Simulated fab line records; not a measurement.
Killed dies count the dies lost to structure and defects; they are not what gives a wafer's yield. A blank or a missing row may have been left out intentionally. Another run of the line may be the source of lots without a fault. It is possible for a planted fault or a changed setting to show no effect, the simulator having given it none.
Which tool did it?	flow gf180mcu	at 1 step of a route of 602, 7 lots with 21 wafers sampled

WHAT THE GAUGES READ, wafer by wafer
GF_POLY_GATE_THK_MEAS_17.
lot	measured	on	POLY_GATE_OXIDATION_THK (nm)
L936	day 9 12:25	filmMetro-01	4.01 4.04 4.09
L940	day 10 19:19	filmMetro-01	3.97 3.97 3.89
L945	day 12 10:38	filmMetro-01	3.90 3.94 3.89
L949	day 13 15:23	filmMetro-03	3.81 3.86 3.88
L952	day 14 09:18	filmMetro-03	4.05 4.01 4.11
L954	day 15 02:25	filmMetro-01	3.92 3.90 4.00
L957	day 15 23:57	filmMetro-03	4.12 4.14 4.01

EACH LOT AND THE TOOL THAT RAN IT (in order: tool; ch and the chambers of the sampled wafers; start)
The record holds no process step before these readings.

THE ANSWER, worked out from the rows above alone
Rule: the lots themselves supply what counts as usual. Put in order of their means at a reading, lots are off if they are a third of the lots or fewer, leave a main group of 4 or more, and stand apart from it by a gap of 3 or more times the standard deviation of the main group's means; of several such gaps the widest counts. A main group is skipped when, at the precision printed for the reading in the tables above, its means are all equal. Also off: a lot with no number at a reading for which 4 or more lots have one. Any other lot the step has rows for is counted as sound.
Across all readings shown, no lot is off: no conclusion can be drawn from this.

WHAT THE SIMULATOR HAD PUT IN
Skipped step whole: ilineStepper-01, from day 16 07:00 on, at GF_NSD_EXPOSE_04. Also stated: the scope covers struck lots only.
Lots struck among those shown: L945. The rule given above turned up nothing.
